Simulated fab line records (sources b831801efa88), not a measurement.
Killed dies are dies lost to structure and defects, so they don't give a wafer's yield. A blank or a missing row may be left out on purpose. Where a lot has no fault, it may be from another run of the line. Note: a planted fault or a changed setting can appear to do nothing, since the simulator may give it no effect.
A single fault, viewed from 2 desks    flow gf180mcu    only its own numbers are on each desk; what lay behind them is given at the end

== AT THE TOOL OWNER'S DESK: rie si-01 ==
The tool's own readings at GF_POLY_GATE_ETCH_13 (etches poly-Si in HBr/Cl2, stops on SiO2, target depth 198.5 nm, time 69.6 s): means of the sampled wafers that have a number, for each lot that ran on this tool. Marked OUT: a lot whose mean sits more than 4 standard deviations from the usual mean, which makes it out of limits; the brackets give that distance.
Columns: A = drypump motor current A at GF_POLY_GATE_ETCH_13, usual 5.8 A; B = oes product au at GF_POLY_GATE_ETCH_13, usual 0.992 a.u.; C = throttle valve pct at GF_POLY_GATE_ETCH_13, usual 33.685 %
lot   first seen here  A    B                 C
L555  day 12 12:38     6.0  0.911 (-11) OUT   33.689
L556  day 12 17:13     6.2  0.923 (-9.2) OUT  33.678
L566  day 15 06:16     5.9  0.994             33.683
This desk's finding: out of limits on L555, L556; first on L555, day 12 12:38 (oes product au at GF_POLY_GATE_ETCH_13). In limits: L566.

== AT THE METROLOGY DESK ==
What the gauges read for every lot (on any tool): the sampled wafers with a number, averaged. Marked OUT: a lot whose mean sits more than 4 standard deviations from the usual mean, which makes it out of limits; the brackets give that distance.
Columns: A = POLY_GATE_CVD_00_THK at GF_POLY_GATE_THK_MEAS_01, usual 200.6 nm; B = cd nm at GF_POLY_GATE_CD_MEAS_10, usual 280.2 nm; C = POLY_GATE_OVL at GF_POLY_GATE_OVL_MEAS_11, usual -1 nm
lot   first seen here  A      B      C
L551  day 9 20:32      202.4  280.6  -12
L555  day 11 17:12     200.8  281.0  -4
L556  day 11 21:01     202.7  280.9  -2
L564  day 13 18:14     199.4  279.4  -4
L565  day 13 22:43     199.8  280.3  7
L566  day 14 08:52     199.2  280.3  -7
This desk's verdict: no lot among the 6 shows anything out of limits.

== TAKEN TOGETHER ==
On L555, L556, at day 12 12:38, an alarm was possible from the tool owner's desk.
Metrology desk: nothing out of limits seen.
The metrology desk has L555, L556 on record, within its limits.
On rie si-01, each named lot ran GF_POLY_GATE_ETCH_13.

== WHAT THE SIMULATOR HAD INSERTED ==
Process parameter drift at GF_POLY_GATE_ETCH_13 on rie si-01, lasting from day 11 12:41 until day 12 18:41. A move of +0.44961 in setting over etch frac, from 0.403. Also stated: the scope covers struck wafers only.
Struck lots among those shown: L555, L556.
Hours from the fault's start to each desk's first reading out of limits: the tool owner's desk, 24.
